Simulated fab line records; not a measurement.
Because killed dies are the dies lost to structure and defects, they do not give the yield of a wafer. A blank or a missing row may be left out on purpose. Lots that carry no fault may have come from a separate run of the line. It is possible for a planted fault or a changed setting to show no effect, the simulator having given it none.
Which tool did it? || flow gf180mcu || 24 lots, 72 wafers sampled, at 6 steps of a route of 602

## WHAT EACH GAUGE READ, for each wafer
GF_STI_BOW_MEAS_00. Usual: INCOMING_BOW gives 0 um (standard deviation 6).
{"lot": "L074", "measured": "day 1 10:00", "on": "film_metro-03", "INCOMING_BOW (um)": "4 1 -3", "flag": ""}
{"lot": "L075", "measured": "day 1 15:00", "on": "film_metro-04", "INCOMING_BOW (um)": "-14 -3 -4", "flag": ""}
{"lot": "L076", "measured": "day 1 20:00", "on": "film_metro-01", "INCOMING_BOW (um)": "-6 9 -4", "flag": ""}
{"lot": "L077", "measured": "day 2 01:01", "on": "film_metro-03", "INCOMING_BOW (um)": "-4 1 0", "flag": ""}
{"lot": "L078", "measured": "day 2 06:00", "on": "film_metro-03", "INCOMING_BOW (um)": "11 5 3", "flag": ""}
{"lot": "L079", "measured": "day 2 11:00", "on": "film_metro-01", "INCOMING_BOW (um)": "0 -3 3", "flag": ""}
{"lot": "L080", "measured": "day 2 16:00", "on": "film_metro-03", "INCOMING_BOW (um)": "-5 -2 -5", "flag": ""}
{"lot": "L081", "measured": "day 2 21:01", "on": "film_metro-04", "INCOMING_BOW (um)": "1 -3 2", "flag": ""}
{"lot": "L082", "measured": "day 3 02:00", "on": "film_metro-01", "INCOMING_BOW (um)": "-9 -5 5", "flag": ""}
{"lot": "L083", "measured": "day 3 07:00", "on": "film_metro-01", "INCOMING_BOW (um)": "-7 -10 -5", "flag": ""}
{"lot": "L084", "measured": "day 3 12:04", "on": "film_metro-01", "INCOMING_BOW (um)": "6 2 -12", "flag": ""}
{"lot": "L085", "measured": "day 3 17:00", "on": "film_metro-03", "INCOMING_BOW (um)": "-7 -3 7", "flag": ""}
{"lot": "L086", "measured": "day 3 22:02", "on": "film_metro-04", "INCOMING_BOW (um)": "-1 -11 -5", "flag": ""}
{"lot": "L087", "measured": "day 4 03:00", "on": "film_metro-04", "INCOMING_BOW (um)": "-3 8 7", "flag": ""}
{"lot": "L088", "measured": "day 4 08:01", "on": "film_metro-04", "INCOMING_BOW (um)": "1 -4 2", "flag": ""}
{"lot": "L089", "measured": "day 4 13:01", "on": "film_metro-01", "INCOMING_BOW (um)": "12 -1 -3", "flag": ""}
{"lot": "L090", "measured": "day 4 18:02", "on": "film_metro-01", "INCOMING_BOW (um)": "-2 0 -3", "flag": ""}
{"lot": "L091", "measured": "day 4 23:00", "on": "film_metro-03", "INCOMING_BOW (um)": "1 -3 -4", "flag": ""}
{"lot": "L092", "measured": "day 5 04:00", "on": "film_metro-01", "INCOMING_BOW (um)": "4 -3 12", "flag": ""}
{"lot": "L093", "measured": "day 5 09:01", "on": "film_metro-03", "INCOMING_BOW (um)": "-4 5 -3", "flag": ""}
{"lot": "L094", "measured": "day 5 14:00", "on": "film_metro-03", "INCOMING_BOW (um)": "3 5 4", "flag": ""}
{"lot": "L095", "measured": "day 5 19:00", "on": "film_metro-01", "INCOMING_BOW (um)": "-7 0 -13", "flag": ""}
{"lot": "L096", "measured": "day 6 00:00", "on": "film_metro-01", "INCOMING_BOW (um)": "4 -8 8", "flag": ""}
{"lot": "L097", "measured": "day 6 05:00", "on": "film_metro-04", "INCOMING_BOW (um)": "-3 4 0", "flag": ""}

GF_STI_THK_MEAS_02. Usual: STI_OXIDATION_THK gives 9.74 nm (standard deviation 0.17).
{"lot": "L074", "measured": "day 1 11:56", "on": "film_metro-01", "STI_OXIDATION_THK (nm)": "9.87 9.67 9.58", "flag": ""}
{"lot": "L075", "measured": "day 1 16:31", "on": "film_metro-03", "STI_OXIDATION_THK (nm)": "9.57 9.51 9.63", "flag": ""}
{"lot": "L076", "measured": "day 1 21:31", "on": "film_metro-01", "STI_OXIDATION_THK (nm)": "9.92 9.86 9.81", "flag": ""}
{"lot": "L077", "measured": "day 2 03:22", "on": "film_metro-03", "STI_OXIDATION_THK (nm)": "10.02 9.99 9.97", "flag": ""}
{"lot": "L078", "measured": "day 2 07:31", "on": "film_metro-04", "STI_OXIDATION_THK (nm)": "9.77 9.94 9.79", "flag": ""}
{"lot": "L079", "measured": "day 2 12:31", "on": "film_metro-04", "STI_OXIDATION_THK (nm)": "9.71 9.51 9.68", "flag": ""}
{"lot": "L080", "measured": "day 2 17:46", "on": "film_metro-04", "STI_OXIDATION_THK (nm)": "9.83 9.79 9.65", "flag": ""}
{"lot": "L081", "measured": "day 2 22:31", "on": "film_metro-01", "STI_OXIDATION_THK (nm)": "9.92 9.83 9.93", "flag": ""}
{"lot": "L082", "measured": "day 3 03:31", "on": "film_metro-01", "STI_OXIDATION_THK (nm)": "9.63 9.65 9.67", "flag": ""}
{"lot": "L083", "measured": "day 3 09:08", "on": "film_metro-04", "STI_OXIDATION_THK (nm)": "9.69 9.72 9.50", "flag": ""}
{"lot": "L084", "measured": "day 3 13:32", "on": "film_metro-03", "STI_OXIDATION_THK (nm)": "10.02 9.97 10.17", "flag": ""}
{"lot": "L085", "measured": "day 3 20:45", "on": "film_metro-03", "STI_OXIDATION_THK (nm)": "9.68 9.75 9.60", "flag": ""}
{"lot": "L086", "measured": "day 3 23:32", "on": "film_metro-01", "STI_OXIDATION_THK (nm)": "9.90 10.07 9.96", "flag": ""}
{"lot": "L087", "measured": "day 4 04:37", "on": "film_metro-01", "STI_OXIDATION_THK (nm)": "9.73 9.71 9.85", "flag": ""}
{"lot": "L088", "measured": "day 4 10:42", "on": "film_metro-01", "STI_OXIDATION_THK (nm)": "9.68 9.69 9.59", "flag": ""}
{"lot": "L089", "measured": "day 4 14:31", "on": "film_metro-04", "STI_OXIDATION_THK (nm)": "9.91 9.81 9.89", "flag": ""}
{"lot": "L090", "measured": "day 4 19:32", "on": "film_metro-01", "STI_OXIDATION_THK (nm)": "9.73 9.69 9.68", "flag": ""}
{"lot": "L091", "measured": "day 5 00:31", "on": "film_metro-03", "STI_OXIDATION_THK (nm)": "9.53 9.59 9.43", "flag": ""}
{"lot": "L092", "measured": "day 5 07:21", "on": "film_metro-04", "STI_OXIDATION_THK (nm)": "9.81 9.87 9.70", "flag": ""}
{"lot": "L093", "measured": "day 5 11:35", "on": "film_metro-04", "STI_OXIDATION_THK (nm)": "9.47 9.56 9.45", "flag": ""}
{"lot": "L094", "measured": "day 5 15:31", "on": "film_metro-01", "STI_OXIDATION_THK (nm)": "9.71 9.58 9.62", "flag": ""}
{"lot": "L095", "measured": "day 5 20:37", "on": "film_metro-03", "STI_OXIDATION_THK (nm)": "9.63 9.47 9.54", "flag": ""}
{"lot": "L096", "measured": "day 6 01:31", "on": "film_metro-03", "STI_OXIDATION_THK (nm)": "9.80 9.89 9.86", "flag": ""}
{"lot": "L097", "measured": "day 6 06:31", "on": "film_metro-03", "STI_OXIDATION_THK (nm)": "9.72 10.01 9.83", "flag": ""}

GF_NWELL_OVL_MEAS_07. Usual: NWELL_OVL gives 0.2 nm (standard deviation 1.3).
{"lot": "L074", "measured": "day 3 09:14", "on": "overlay-01", "NWELL_OVL (nm)": "0.1 -1.3 0.9", "flag": ""}
{"lot": "L075", "measured": "day 3 13:40", "on": "overlay-01", "NWELL_OVL (nm)": "-1.2 0.5 -1.3", "flag": ""}
{"lot": "L076", "measured": "day 3 20:25", "on": "overlay-02", "NWELL_OVL (nm)": "2.3 0.4 1.2", "flag": ""}
{"lot": "L077", "measured": "day 4 01:37", "on": "overlay-02", "NWELL_OVL (nm)": "-1.2 -1.6 -0.7", "flag": ""}
{"lot": "L078", "measured": "day 4 08:03", "on": "overlay-01", "NWELL_OVL (nm)": "1.2 2.6 1.1", "flag": ""}
{"lot": "L079", "measured": "day 4 11:31", "on": "overlay-01", "NWELL_OVL (nm)": "0.4 -1.1 0.2", "flag": ""}
{"lot": "L080", "measured": "day 4 17:59", "on": "overlay-01", "NWELL_OVL (nm)": "3.8 1.9 0.6", "flag": ""}
{"lot": "L081", "measured": "day 4 23:31", "on": "overlay-01", "NWELL_OVL (nm)": "0.5 -0.5 0.0", "flag": ""}
{"lot": "L082", "measured": "day 5 05:54", "on": "overlay-01", "NWELL_OVL (nm)": "0.6 -1.0 -1.2", "flag": ""}
{"lot": "L083", "measured": "day 5 11:14", "on": "overlay-02", "NWELL_OVL (nm)": "0.1 0.3 1.3", "flag": ""}
{"lot": "L084", "measured": "day 5 14:09", "on": "overlay-02", "NWELL_OVL (nm)": "-1.0 1.2 1.4", "flag": ""}
{"lot": "L085", "measured": "day 5 23:19", "on": "overlay-01", "NWELL_OVL (nm)": "0.3 1.5 -0.5", "flag": ""}
{"lot": "L086", "measured": "day 6 02:30", "on": "overlay-02", "NWELL_OVL (nm)": "-0.9 -2.7 -1.2", "flag": ""}
{"lot": "L087", "measured": "day 6 08:55", "on": "overlay-01", "NWELL_OVL (nm)": "0.5 3.7 0.5", "flag": ""}
{"lot": "L088", "measured": "day 6 17:34", "on": "overlay-01", "NWELL_OVL (nm)": "-0.3 -3.2 -1.0", "flag": ""}
{"lot": "L089", "measured": "day 6 19:23", "on": "overlay-02", "NWELL_OVL (nm)": "0.3 -2.4 0.8", "flag": ""}
{"lot": "L090", "measured": "day 7 00:12", "on": "overlay-01", "NWELL_OVL (nm)": "2.2 0.0 0.5", "flag": ""}
{"lot": "L091", "measured": "day 7 05:04", "on": "overlay-02", "NWELL_OVL (nm)": "1.3 -0.3 -1.7", "flag": ""}
{"lot": "L092", "measured": "day 7 13:38", "on": "overlay-02", "NWELL_OVL (nm)": "1.0 -1.1 1.4", "flag": ""}
{"lot": "L093", "measured": "day 7 18:22", "on": "overlay-01", "NWELL_OVL (nm)": "-0.5 -0.7 -0.9", "flag": ""}
{"lot": "L094", "measured": "day 7 21:30", "on": "overlay-01", "NWELL_OVL (nm)": "0.8 -1.3 -0.5", "flag": ""}
{"lot": "L095", "measured": "day 8 04:11", "on": "overlay-02", "NWELL_OVL (nm)": "-0.9 1.4 -0.3", "flag": ""}
{"lot": "L096", "measured": "day 8 09:18", "on": "overlay-01", "NWELL_OVL (nm)": "0.0 0.4 0.0", "flag": ""}
{"lot": "L097", "measured": "day 8 14:21", "on": "overlay-02", "NWELL_OVL (nm)": "0.7 -0.8 0.7", "flag": ""}

GF_HV_LDD_CD_MEAS_31: target cd 400 nm. Usual: cd_nm reads 405.9 nm (standard deviation 2.1).
{"lot": "L074", "measured": "day 12 05:09", "on": "cd_sem-02", "cd_nm (nm)": "408.3 405.6 407.3", "flag": ""}
{"lot": "L075", "measured": "day 12 09:48", "on": "cd_sem-02", "cd_nm (nm)": "406.7 404.4 404.4", "flag": ""}
{"lot": "L076", "measured": "day 12 18:27", "on": "cd_sem-01", "cd_nm (nm)": "407.4 407.2 409.0", "flag": ""}
{"lot": "L077", "measured": "day 13 01:58", "on": "cd_sem-02", "cd_nm (nm)": "403.1 404.0 403.1", "flag": ""}
{"lot": "L078", "measured": "day 13 07:48", "on": "cd_sem-01", "cd_nm (nm)": "407.6 409.4 407.5", "flag": ""}
{"lot": "L079", "measured": "day 13 17:33", "on": "cd_sem-02", "cd_nm (nm)": "403.9 405.9 404.6", "flag": ""}
{"lot": "L080", "measured": "day 14 00:18", "on": "cd_sem-01", "cd_nm (nm)": "402.1 404.1 404.4", "flag": ""}
{"lot": "L081", "measured": "day 14 06:18", "on": "cd_sem-01", "cd_nm (nm)": "404.6 406.8 401.8", "flag": ""}
{"lot": "L082", "measured": "day 14 16:08", "on": "cd_sem-01", "cd_nm (nm)": "404.4 405.4 403.9", "flag": ""}
{"lot": "L083", "measured": "day 15 00:24", "on": "cd_sem-01", "cd_nm (nm)": "405.9 406.9 407.2", "flag": ""}
{"lot": "L084", "measured": "day 15 03:34", "on": "cd_sem-01", "cd_nm (nm)": "406.7 406.4 405.2", "flag": ""}
{"lot": "L085", "measured": "day 15 19:30", "on": "cd_sem-01", "cd_nm (nm)": "406.6 406.3 405.0", "flag": ""}
{"lot": "L086", "measured": "day 16 00:44", "on": "cd_sem-01", "cd_nm (nm)": "405.3 406.5 405.8", "flag": ""}
{"lot": "L087", "measured": "day 16 06:53", "on": "cd_sem-01", "cd_nm (nm)": "409.5 409.1 408.9", "flag": ""}
{"lot": "L088", "measured": "day 16 15:36", "on": "cd_sem-02", "cd_nm (nm)": "409.2 409.6 408.0", "flag": ""}
{"lot": "L089", "measured": "day 17 01:30", "on": "cd_sem-02", "cd_nm (nm)": "406.1 406.1 405.2", "flag": ""}
{"lot": "L090", "measured": "day 17 08:38", "on": "cd_sem-01", "cd_nm (nm)": "403.5 406.6 403.2", "flag": ""}
{"lot": "L091", "measured": "day 17 14:41", "on": "cd_sem-01", "cd_nm (nm)": "406.2 406.5 406.9", "flag": ""}
{"lot": "L092", "measured": "day 18 01:30", "on": "cd_sem-01", "cd_nm (nm)": "404.7 407.2 403.4", "flag": ""}
{"lot": "L093", "measured": "day 18 07:30", "on": "cd_sem-02", "cd_nm (nm)": "408.7 407.5 405.8", "flag": ""}
{"lot": "L094", "measured": "day 18 12:06", "on": "cd_sem-02", "cd_nm (nm)": "406.0 407.4 407.7", "flag": ""}
{"lot": "L095", "measured": "day 18 20:29", "on": "cd_sem-01", "cd_nm (nm)": "401.5 404.8 400.9", "flag": ""}
{"lot": "L096", "measured": "day 19 04:50", "on": "cd_sem-01", "cd_nm (nm)": "406.4 408.5 406.3", "flag": ""}
{"lot": "L097", "measured": "day 19 14:23", "on": "cd_sem-02", "cd_nm (nm)": "409.0 409.6 406.3", "flag": ""}

GF_NSD_OVL_MEAS_08. Usual: NSD_OVL gives 0.1 nm (standard deviation 1.5).
{"lot": "L074", "measured": "day 14 02:28", "on": "overlay-01", "NSD_OVL (nm)": "-0.4 -0.6 0.8", "flag": ""}
{"lot": "L075", "measured": "day 14 07:36", "on": "overlay-01", "NSD_OVL (nm)": "-0.5 1.0 0.8", "flag": ""}
{"lot": "L076", "measured": "day 14 16:33", "on": "overlay-02", "NSD_OVL (nm)": "-1.5 -0.1 -1.2", "flag": ""}
{"lot": "L077", "measured": "day 15 00:28", "on": "overlay-01", "NSD_OVL (nm)": "0.2 0.2 0.6", "flag": ""}
{"lot": "L078", "measured": "day 15 06:34", "on": "overlay-01", "NSD_OVL (nm)": "1.1 0.4 2.9", "flag": ""}
{"lot": "L079", "measured": "day 15 17:25", "on": "overlay-02", "NSD_OVL (nm)": "-2.7 1.3 -0.5", "flag": ""}
{"lot": "L080", "measured": "day 16 00:41", "on": "overlay-02", "NSD_OVL (nm)": "-0.2 0.4 -1.4", "flag": ""}
{"lot": "L081", "measured": "day 16 06:08", "on": "overlay-01", "NSD_OVL (nm)": "3.3 2.8 2.2", "flag": ""}
{"lot": "L082", "measured": "day 16 18:39", "on": "overlay-02", "NSD_OVL (nm)": "1.8 1.5 1.6", "flag": ""}
{"lot": "L083", "measured": "day 17 01:29", "on": "overlay-02", "NSD_OVL (nm)": "-2.4 -2.9 -2.1", "flag": ""}
{"lot": "L084", "measured": "day 17 04:41", "on": "overlay-01", "NSD_OVL (nm)": "-0.4 -0.7 -1.1", "flag": ""}
{"lot": "L085", "measured": "day 17 23:00", "on": "overlay-02", "NSD_OVL (nm)": "0.0 -1.6 -0.8", "flag": ""}
{"lot": "L086", "measured": "day 18 03:53", "on": "overlay-01", "NSD_OVL (nm)": "0.8 2.2 0.4", "flag": ""}
{"lot": "L087", "measured": "day 18 10:55", "on": "overlay-02", "NSD_OVL (nm)": "-1.1 -0.2 -1.8", "flag": ""}
{"lot": "L088", "measured": "day 18 19:34", "on": "overlay-01", "NSD_OVL (nm)": "1.6 1.7 1.4", "flag": ""}
{"lot": "L089", "measured": "day 19 06:24", "on": "overlay-02", "NSD_OVL (nm)": "-2.1 -3.5 -2.4", "flag": ""}
{"lot": "L090", "measured": "day 19 14:22", "on": "overlay-02", "NSD_OVL (nm)": "-0.2 -1.1 -1.1", "flag": ""}
{"lot": "L091", "measured": "day 19 20:44", "on": "overlay-02", "NSD_OVL (nm)": "-0.6 0.7 -0.3", "flag": ""}
{"lot": "L092", "measured": "day 20 05:54", "on": "overlay-01", "NSD_OVL (nm)": "2.0 2.9 1.5", "flag": ""}
{"lot": "L093", "measured": "day 20 13:40", "on": "overlay-01", "NSD_OVL (nm)": "1.1 0.9 0.2", "flag": ""}
{"lot": "L094", "measured": "day 20 16:42", "on": "overlay-02", "NSD_OVL (nm)": "0.9 -0.2 1.4", "flag": ""}
{"lot": "L095", "measured": "day 21 01:58", "on": "overlay-01", "NSD_OVL (nm)": "1.1 0.2 0.4", "flag": ""}
{"lot": "L096", "measured": "day 21 09:36", "on": "overlay-02", "NSD_OVL (nm)": "0.6 -0.1 0.3", "flag": ""}
{"lot": "L097", "measured": "day 21 18:58", "on": "overlay-02", "NSD_OVL (nm)": "1.1 0.6 -0.1", "flag": ""}

## EACH LOT AND THE TOOL THAT RAN IT (in order: tool; ch and the chambers of the sampled wafers; start)
{"lot": "L074", "GF_MVPSD_STRIP_10": "plasma_asher-02 ch 0,1, day 5 05:50"}
{"lot": "L075", "GF_MVPSD_STRIP_10": "plasma_asher-01 ch 0,1, day 5 09:29"}
{"lot": "L076", "GF_MVPSD_STRIP_10": "plasma_asher-01 ch 0,1, day 5 16:53"}
{"lot": "L077", "GF_MVPSD_STRIP_10": "plasma_asher-03 ch 0,1, day 5 22:50"}
{"lot": "L078", "GF_MVPSD_STRIP_10": "plasma_asher-03 ch 0,1, day 6 05:43"}
{"lot": "L079", "GF_MVPSD_STRIP_10": "plasma_asher-02 ch 0,1, day 6 10:20"}
{"lot": "L080", "GF_MVPSD_STRIP_10": "plasma_asher-02 ch 0,1, day 6 17:14"}
{"lot": "L081", "GF_MVPSD_STRIP_10": "plasma_asher-02 ch 0,1, day 6 22:56"}
{"lot": "L082", "GF_MVPSD_STRIP_10": "plasma_asher-01 ch 0,1, day 7 06:47"}
{"lot": "L083", "GF_MVPSD_STRIP_10": "plasma_asher-03 ch 0,1, day 7 12:40"}
{"lot": "L084", "GF_MVPSD_STRIP_10": "plasma_asher-02 ch 0,1, day 7 15:01"}
{"lot": "L085", "GF_MVPSD_STRIP_10": "plasma_asher-01 ch 0,1, day 8 02:11"}
{"lot": "L086", "GF_MVPSD_STRIP_10": "plasma_asher-03 ch 0,1, day 8 04:49"}
{"lot": "L087", "GF_MVPSD_STRIP_10": "plasma_asher-01 ch 1, day 8 11:47"}
{"lot": "L088", "GF_MVPSD_STRIP_10": "plasma_asher-03 ch 1, day 8 21:01"}
{"lot": "L089", "GF_MVPSD_STRIP_10": "plasma_asher-03 ch 0,1, day 8 23:32"}
{"lot": "L090", "GF_MVPSD_STRIP_10": "plasma_asher-03 ch 0,1, day 9 04:33"}
{"lot": "L091", "GF_MVPSD_STRIP_10": "plasma_asher-01 ch 0,1, day 9 09:34"}
{"lot": "L092", "GF_MVPSD_STRIP_10": "plasma_asher-02 ch 0,1, day 9 19:19"}
{"lot": "L093", "GF_MVPSD_STRIP_10": "plasma_asher-02 ch 0, day 9 23:29"}
{"lot": "L094", "GF_MVPSD_STRIP_10": "plasma_asher-01 ch 0,1, day 10 03:59"}
{"lot": "L095", "GF_MVPSD_STRIP_10": "plasma_asher-03 ch 0,1, day 10 10:32"}
{"lot": "L096", "GF_MVPSD_STRIP_10": "plasma_asher-01 ch 0,1, day 10 15:35"}
{"lot": "L097", "GF_MVPSD_STRIP_10": "plasma_asher-02 ch 0,1, day 10 22:17"}
- GF_MVPSD_STRIP_10: strips in O2/N2.

## AS READ BY THE TOOLS THEMSELVES (means over the sampled wafers that have a number; for cases with no such wafer, the mark the record gives instead)
GF_MVPSD_STRIP_10. Usual: drypump_motor_current_A 5.8 A, standard deviation 0.45; heater_power_w 309 W, standard deviation 41; oes_product_au 0.723 a.u., standard deviation 0.0049; strip_time_to_endpoint_s 37.00 s, standard deviation 0.1.
{"lot": "L074", "tool": "plasma_asher-02", "drypump_motor_current_A (A)": 6.4, "heater_power_w (W)": 334, "oes_product_au (a.u.)": 0.724, "strip_time_to_endpoint_s (s)": 37.04, "flag": ""}
{"lot": "L075", "tool": "plasma_asher-01", "drypump_motor_current_A (A)": 5.4, "heater_power_w (W)": 281, "oes_product_au (a.u.)": 0.726, "strip_time_to_endpoint_s (s)": 37.05, "flag": ""}
{"lot": "L076", "tool": "plasma_asher-01", "drypump_motor_current_A (A)": 5.3, "heater_power_w (W)": 302, "oes_product_au (a.u.)": 0.722, "strip_time_to_endpoint_s (s)": 37.02, "flag": ""}
{"lot": "L077", "tool": "plasma_asher-03", "drypump_motor_current_A (A)": 5.7, "heater_power_w (W)": 287, "oes_product_au (a.u.)": 0.725, "strip_time_to_endpoint_s (s)": 36.85, "flag": ""}
{"lot": "L078", "tool": "plasma_asher-03", "drypump_motor_current_A (A)": 5.7, "heater_power_w (W)": 286, "oes_product_au (a.u.)": 0.725, "strip_time_to_endpoint_s (s)": 36.99, "flag": ""}
{"lot": "L079", "tool": "plasma_asher-02", "drypump_motor_current_A (A)": 6.2, "heater_power_w (W)": 340, "oes_product_au (a.u.)": 0.719, "strip_time_to_endpoint_s (s)": 36.86, "flag": ""}
{"lot": "L080", "tool": "plasma_asher-02", "drypump_motor_current_A (A)": 6.2, "heater_power_w (W)": 336, "oes_product_au (a.u.)": 0.722, "strip_time_to_endpoint_s (s)": 36.98, "flag": ""}
{"lot": "L081", "tool": "plasma_asher-02", "drypump_motor_current_A (A)": 6.2, "heater_power_w (W)": 334, "oes_product_au (a.u.)": 0.725, "strip_time_to_endpoint_s (s)": 36.91, "flag": ""}
{"lot": "L082", "tool": "plasma_asher-01", "drypump_motor_current_A (A)": 5.3, "heater_power_w (W)": 297, "oes_product_au (a.u.)": 0.719, "strip_time_to_endpoint_s (s)": 36.96, "flag": ""}
{"lot": "L083", "tool": "plasma_asher-03", "drypump_motor_current_A (A)": 5.8, "heater_power_w (W)": 288, "oes_product_au (a.u.)": 0.725, "strip_time_to_endpoint_s (s)": 36.99, "flag": ""}
{"lot": "L084", "tool": "plasma_asher-02", "drypump_motor_current_A (A)": 6.4, "heater_power_w (W)": 366, "oes_product_au (a.u.)": 0.728, "strip_time_to_endpoint_s (s)": 37.18, "flag": ""}
{"lot": "L085", "tool": "plasma_asher-01", "drypump_motor_current_A (A)": 5.3, "heater_power_w (W)": 294, "oes_product_au (a.u.)": 0.720, "strip_time_to_endpoint_s (s)": 36.97, "flag": ""}
{"lot": "L086", "tool": "plasma_asher-03", "drypump_motor_current_A (A)": 5.8, "heater_power_w (W)": 291, "oes_product_au (a.u.)": 0.723, "strip_time_to_endpoint_s (s)": 37.16, "flag": ""}
{"lot": "L087", "tool": "plasma_asher-01", "drypump_motor_current_A (A)": 5.1, "heater_power_w (W)": 316, "oes_product_au (a.u.)": 0.727, "strip_time_to_endpoint_s (s)": 36.94, "flag": ""}
{"lot": "L088", "tool": "plasma_asher-03", "drypump_motor_current_A (A)": 5.6, "heater_power_w (W)": 283, "oes_product_au (a.u.)": 0.720, "strip_time_to_endpoint_s (s)": 37.01, "flag": ""}
{"lot": "L089", "tool": "plasma_asher-03", "drypump_motor_current_A (A)": 5.9, "heater_power_w (W)": 296, "oes_product_au (a.u.)": 0.724, "strip_time_to_endpoint_s (s)": 36.94, "flag": ""}
{"lot": "L090", "tool": "plasma_asher-03", "drypump_motor_current_A (A)": 5.9, "heater_power_w (W)": 296, "oes_product_au (a.u.)": 0.718, "strip_time_to_endpoint_s (s)": 37.23, "flag": ""}
{"lot": "L091", "tool": "plasma_asher-01", "drypump_motor_current_A (A)": 5.3, "heater_power_w (W)": 296, "oes_product_au (a.u.)": 0.724, "strip_time_to_endpoint_s (s)": 36.95, "flag": ""}
{"lot": "L092", "tool": "plasma_asher-02", "drypump_motor_current_A (A)": 6.2, "heater_power_w (W)": 339, "oes_product_au (a.u.)": 0.719, "strip_time_to_endpoint_s (s)": 36.90, "flag": ""}
{"lot": "L093", "tool": "plasma_asher-02", "drypump_motor_current_A (A)": 6.5, "heater_power_w (W)": 392, "oes_product_au (a.u.)": 0.725, "strip_time_to_endpoint_s (s)": 37.08, "flag": ""}
{"lot": "L094", "tool": "plasma_asher-01", "drypump_motor_current_A (A)": 5.4, "heater_power_w (W)": 280, "oes_product_au (a.u.)": 0.724, "strip_time_to_endpoint_s (s)": 36.94, "flag": ""}
{"lot": "L095", "tool": "plasma_asher-03", "drypump_motor_current_A (A)": 5.9, "heater_power_w (W)": 291, "oes_product_au (a.u.)": 0.716, "strip_time_to_endpoint_s (s)": 37.00, "flag": ""}
{"lot": "L096", "tool": "plasma_asher-01", "drypump_motor_current_A (A)": 5.3, "heater_power_w (W)": 300, "oes_product_au (a.u.)": 0.721, "strip_time_to_endpoint_s (s)": 36.99, "flag": ""}
{"lot": "L097", "tool": "plasma_asher-02", "drypump_motor_current_A (A)": 6.4, "heater_power_w (W)": 366, "oes_product_au (a.u.)": 0.725, "strip_time_to_endpoint_s (s)": 37.12, "flag": ""}

## THE ANSWER, worked out from the rows above alone
Rule: a lot counts as off when the mean over its wafers that have a number is more than 3 standard deviations away from the usual mean. Also off: a lot with no number at a reading for which 4 or more lots have one. Any other lot the step has rows for is counted as sound. After the gauges, taken in route order, come the tools' own readings; for these a lot's mean is taken, as printed above. The first step at which some lot is off is used, and at that step the reading that is off furthest; a lot without a number counts as furthest.
No lot is off on any of the readings shown, so nothing can be concluded from this.

## WHAT THE SIMULATOR HAD INSERTED
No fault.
